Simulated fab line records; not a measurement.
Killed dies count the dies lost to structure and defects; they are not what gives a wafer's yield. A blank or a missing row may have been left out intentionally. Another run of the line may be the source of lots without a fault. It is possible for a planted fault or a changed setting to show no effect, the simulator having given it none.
Which of the tools did it? -- flow sky130 -- 24 lots with 72 wafers sampled at 5 steps, on a route of 708 steps

WHAT EACH GAUGE READ, for each wafer
SKY_VIA1_CD_MEAS_12: the cd target is 150 nm. Usual: cdNm at 149.4 nm, with a standard deviation of 1.6.
lot,measured,on,cdNm (nm),flag
L074,day 34 15:24,cdSem-01,151.4 150.1 149.6,
L076,day 34 23:16,cdSem-02,150.9 149.7 150.6,
L075,day 35 00:41,cdSem-02,150.2 148.8 149.4,
L077,day 35 05:35,cdSem-02,147.9 148.3 149.6,
L078,day 35 09:28,cdSem-01,148.9 149.7 149.8,
L079,day 35 15:29,cdSem-02,149.8 151.0 150.2,
L081,day 36 06:07,cdSem-01,149.9 149.1 151.8,
L080,day 36 11:40,cdSem-02,150.6 150.3 152.0,
L082,day 36 12:00,cdSem-02,148.5 148.2 147.4,
L083,day 36 22:02,cdSem-01,146.9 147.3 146.5,
L084,day 37 07:40,cdSem-02,147.6 150.6 149.9,
L085,day 37 16:46,cdSem-01,147.1 148.1 147.3,
L086,day 37 18:19,cdSem-02,151.8 151.0 151.5,
L087,day 38 00:03,cdSem-02,148.3 147.7 147.6,
L088,day 38 06:18,cdSem-01,147.6 145.7 147.8,
L089,day 38 11:42,cdSem-02,149.6 150.4 149.3,
L090,day 38 23:35,cdSem-01,148.6 148.7 149.1,
L091,day 39 00:28,cdSem-01,152.8 152.8 153.0,
L092,day 39 15:53,cdSem-02,146.9 147.7 148.3,
L093,day 39 16:37,cdSem-01,149.9 150.4 150.4,
L094,day 40 04:08,cdSem-02,147.0 146.7 146.7,
L095,day 40 10:41,cdSem-02,149.3 149.4 149.5,
L096,day 40 13:09,cdSem-01,149.9 151.1 150.3,
L097,day 40 18:57,cdSem-02,148.7 149.1 148.7,

SKY_CAPM_THK_MEAS_01. Usual: for CAPM_CVD_00_THK the level is 15.57 nm and the standard deviation is 0.29.
lot,measured,on,CAPM_CVD_00_THK (nm),flag
L074,day 37 00:41,filmMetro-03,15.19 15.83 15.37,
L076,day 37 08:02,filmMetro-02,15.68 15.41 15.64,
L075,day 37 10:14,filmMetro-03,15.27 15.12 15.83,
L077,day 37 13:41,filmMetro-03,15.74 15.69 15.49,
L078,day 37 18:53,filmMetro-02,15.42 15.98 15.62,
L079,day 37 23:59,filmMetro-01,15.13 15.28 15.40,
L081,day 38 13:43,filmMetro-01,15.22 15.22 15.65,
L080,day 38 18:23,filmMetro-01,15.73 15.54 15.45,
L082,day 38 18:46,filmMetro-02,15.59 15.70 15.53,
L083,day 39 05:59,filmMetro-02,15.14 15.41 15.65,
L084,day 39 14:48,filmMetro-02,15.57 16.00 15.71,
L085,day 39 23:32,filmMetro-02,15.78 15.51 15.91,
L086,day 40 01:34,filmMetro-03,15.10 15.41 15.31,
L087,day 40 06:35,filmMetro-02,15.53 15.65 16.09,
L088,day 40 12:07,filmMetro-02,15.07 15.14 15.58,
L089,day 40 18:50,filmMetro-02,15.97 16.23 15.98,
L090,day 41 05:46,filmMetro-02,15.26 15.53 15.53,
L091,day 41 06:46,filmMetro-01,15.64 15.87 15.97,
L092,day 41 20:29,filmMetro-03,15.63 15.90 16.17,
L093,day 41 22:18,filmMetro-02,15.26 15.06 15.67,
L094,day 42 08:50,filmMetro-02,15.51 15.66 15.77,
L095,day 42 15:49,filmMetro-03,15.13 15.81 15.86,
L096,day 42 17:59,filmMetro-03,15.70 15.68 15.74,
L097,day 42 23:58,filmMetro-03,15.70 16.09 15.88,

SKY_CAP2M_THK_MEAS_01. Usual: for CAP2M_CVD_00_THK the level is 15.55 nm and the standard deviation is 0.23.
lot,measured,on,CAP2M_CVD_00_THK (nm),flag
L074,day 40 09:34,filmMetro-03,15.49 15.80 15.59,
L076,day 40 14:26,filmMetro-02,15.27 15.06 15.39,
L075,day 40 16:45,filmMetro-03,15.78 15.21 15.71,
L077,day 40 19:47,filmMetro-02,15.40 15.78 15.67,
L078,day 41 01:18,filmMetro-04,15.27 16.01 15.37,
L079,day 41 06:26,filmMetro-03,15.37 15.51 15.41,
L081,day 41 18:28,filmMetro-03,15.66 15.57 15.96,
L080,day 42 00:37,filmMetro-04,15.45 15.49 15.94,
L082,day 42 01:20,filmMetro-03,15.36 15.75 15.62,
L083,day 42 10:53,filmMetro-02,15.42 15.37 15.61,
L084,day 42 19:01,filmMetro-04,15.72 15.24 15.88,
L085,day 43 03:56,filmMetro-02,15.42 15.91 15.71,
L086,day 43 05:47,filmMetro-02,15.46 15.53 15.66,
L087,day 43 10:10,filmMetro-02,14.97 15.71 15.26,
L088,day 43 16:05,filmMetro-02,15.60 15.28 15.97,
L089,day 43 21:56,filmMetro-04,15.58 15.42 16.10,
L090,day 44 08:15,filmMetro-04,15.29 15.03 15.25,
L091,day 44 08:47,filmMetro-04,15.71 15.76 15.77,
L092,day 44 21:03,filmMetro-02,15.51 15.53 15.90,
L093,day 44 22:55,filmMetro-02,15.27 15.56 15.55,
L094,day 45 09:01,filmMetro-03,15.89 15.33 15.48,
L095,day 45 14:12,filmMetro-04,15.47 15.37 15.40,
L096,day 45 17:28,filmMetro-02,15.66 15.60 15.78,
L097,day 45 22:57,filmMetro-02,15.43 15.61 15.51,

TOOL THAT RAN EACH LOT (tool first, then ch and the chambers of the sampled wafers, then the start)
lot,SKY_METAL1_DESCUM_17,SKY_VIA2_STRIP_16
L074,"rieMetal-03 ch 0,1, day 33 12:34","plasmaAsher-02 ch 0,1, day 36 23:15"
L076,"rieMetal-04 ch 1, day 33 18:58","plasmaAsher-03 ch 0,1, day 37 06:35"
L075,"rieMetal-01 ch 0,1, day 33 20:39","plasmaAsher-03 ch 0,1, day 37 08:47"
L077,"rieMetal-03 ch 0,1, day 34 01:37","plasmaAsher-02 ch 0,1, day 37 12:15"
L078,"rieMetal-01 ch 0,1, day 34 05:58","plasmaAsher-03 ch 1, day 37 17:26"
L079,"rieMetal-03 ch 0,1, day 34 11:11","plasmaAsher-04 ch 0,1, day 37 22:33"
L081,"rieMetal-03 ch 0, day 35 02:28","plasmaAsher-03 ch 0,1, day 38 12:16"
L080,"rieMetal-04 ch 1, day 35 07:28","plasmaAsher-02 ch 0,1, day 38 16:57"
L082,"rieMetal-03 ch 0,1, day 35 07:37","plasmaAsher-03 ch 0,1, day 38 17:16"
L083,"rieMetal-04 ch 1, day 35 18:52","plasmaAsher-04 ch 0,1, day 39 04:32"
L084,"rieMetal-01 ch 0,1, day 36 04:50","plasmaAsher-04 ch 0,1, day 39 13:15"
L085,"rieMetal-01 ch 0,1, day 36 13:10","plasmaAsher-04 ch 0,1, day 39 22:05"
L086,"rieMetal-04 ch 0,1, day 36 14:40","plasmaAsher-04 ch 0,1, day 40 00:07"
L087,"rieMetal-01 ch 0,1, day 36 21:23","plasmaAsher-04 ch 0,1, day 40 05:09"
L088,"rieMetal-03 ch 0, day 37 03:49","plasmaAsher-03 ch 0,1, day 40 10:40"
L089,"rieMetal-03 ch 0,1, day 37 09:22","plasmaAsher-04 ch 0,1, day 40 17:22"
L090,"rieMetal-04 ch 0, day 37 21:12","plasmaAsher-03 ch 0,1, day 41 04:19"
L091,"rieMetal-03 ch 0,1, day 37 22:04","plasmaAsher-02 ch 0,1, day 41 05:19"
L092,"rieMetal-01 ch 0,1, day 38 13:39","plasmaAsher-04 ch 0,1, day 41 18:40"
L093,"rieMetal-04 ch 0,1, day 38 14:00","plasmaAsher-04 ch 1, day 41 20:26"
L094,"rieMetal-04 ch 0,1, day 39 00:57","plasmaAsher-04 ch 0,1, day 42 07:22"
L095,"rieMetal-04 ch 0,1, day 39 08:09","plasmaAsher-02 ch 0,1, day 42 14:22"
L096,"rieMetal-01 ch 0,1, day 39 11:34","plasmaAsher-03 ch 0,1, day 42 16:34"
L097,"rieMetal-01 ch 0, day 39 17:06","plasmaAsher-02 ch 0,1, day 42 22:31"
- SKY_METAL1_DESCUM_17: chemistry O2, time 8 s.
- SKY_VIA2_STRIP_16: strips in O2/N2.

AS READ BY THE TOOLS THEMSELVES (means over the sampled wafers that have a number; for cases with no such wafer, the mark the record gives instead)
SKY_METAL1_DESCUM_17. Usual: drypumpMotorCurrentA 5.5 A, standard deviation 0.56; oesProductAu 1.004 a.u., standard deviation 0.016.
lot,tool,drypumpMotorCurrentA (A),oesProductAu (a.u.),flag
L074,rieMetal-03,6.2,0.998,
L076,rieMetal-04,5.2,1.011,
L075,rieMetal-01,5.2,1.013,
L077,rieMetal-03,5.9,1.008,
L078,rieMetal-01,5.4,1.015,
L079,rieMetal-03,6.2,1.000,
L081,rieMetal-03,5.6,1.003,
L080,rieMetal-04,5.2,1.003,
L082,rieMetal-03,5.9,1.006,
L083,rieMetal-04,5.2,0.998,
L084,rieMetal-01,5.2,1.020,
L085,rieMetal-01,5.2,1.018,
L086,rieMetal-04,4.9,1.001,
L087,rieMetal-01,5.4,1.030,
L088,rieMetal-03,5.7,0.973,
L089,rieMetal-03,6.2,0.983,
L090,rieMetal-04,4.7,0.997,
L091,rieMetal-03,5.9,0.985,
L092,rieMetal-01,5.2,1.020,
L093,rieMetal-04,5.0,0.997,
L094,rieMetal-04,5.0,0.993,
L095,rieMetal-04,5.0,0.991,
L096,rieMetal-01,5.4,1.030,
L097,rieMetal-01,5.0,1.003,

SKY_VIA2_STRIP_16. Usual: drypumpMotorCurrentA 5.8 A, standard deviation 0.39; o2FlowSccm 3001 sccm, standard deviation 9.2; oesProductAu 0.399 a.u., standard deviation 0.0046; stripTimeToEndpointS 4.06 s, standard deviation 0.032.
lot,tool,drypumpMotorCurrentA (A),o2FlowSccm (sccm),oesProductAu (a.u.),stripTimeToEndpointS (s),flag
L074,plasmaAsher-02,5.7,2995,0.398,4.07,
L076,plasmaAsher-03,6.2,2997,0.403,4.06,
L075,plasmaAsher-03,6.0,3002,0.401,4.06,
L077,plasmaAsher-02,5.6,3006,0.396,4.04,
L078,plasmaAsher-03,6.0,3004,0.400,4.05,
L079,plasmaAsher-04,5.7,3003,0.398,4.07,
L081,plasmaAsher-03,6.1,2991,0.397,4.04,
L080,plasmaAsher-02,5.3,2997,0.393,4.04,
L082,plasmaAsher-03,6.2,3009,0.394,4.02,
L083,plasmaAsher-04,5.7,3006,0.399,4.05,
L084,plasmaAsher-04,5.9,3007,0.402,4.07,
L085,plasmaAsher-04,5.8,2992,0.401,4.06,
L086,plasmaAsher-04,5.7,3012,0.398,4.08,
L087,plasmaAsher-04,5.8,2989,0.395,4.02,
L088,plasmaAsher-03,6.2,3003,0.402,4.10,
L089,plasmaAsher-04,5.7,3005,0.394,4.03,
L090,plasmaAsher-03,6.2,2992,0.402,4.03,
L091,plasmaAsher-02,5.7,3013,0.398,4.08,
L092,plasmaAsher-04,5.8,3008,0.404,4.10,
L093,plasmaAsher-04,5.6,2997,0.399,4.06,
L094,plasmaAsher-04,5.8,2998,0.399,4.07,
L095,plasmaAsher-02,5.7,3007,0.401,4.03,
L096,plasmaAsher-03,6.2,2992,0.395,4.03,
L097,plasmaAsher-02,5.7,3002,0.405,4.11,

THE ANSWER, worked out from the rows above alone
Rule: lot off if the mean of its wafers having a number is beyond 3 standard deviations from the usual mean. Also off: a lot with no number at a reading for which 4 or more lots have one. Where the step has rows for the other lots, those lots are counted as sound. The gauges are gone through in route order, then the tools' own readings, and for those a lot's mean is taken as printed above. The first step at which some lot is off is used, and at that step the reading that is off furthest; a lot without a number counts as furthest.
None of the lots is off at any reading shown; this tells nothing.

WHAT WAS PUT IN BY THE SIMULATOR
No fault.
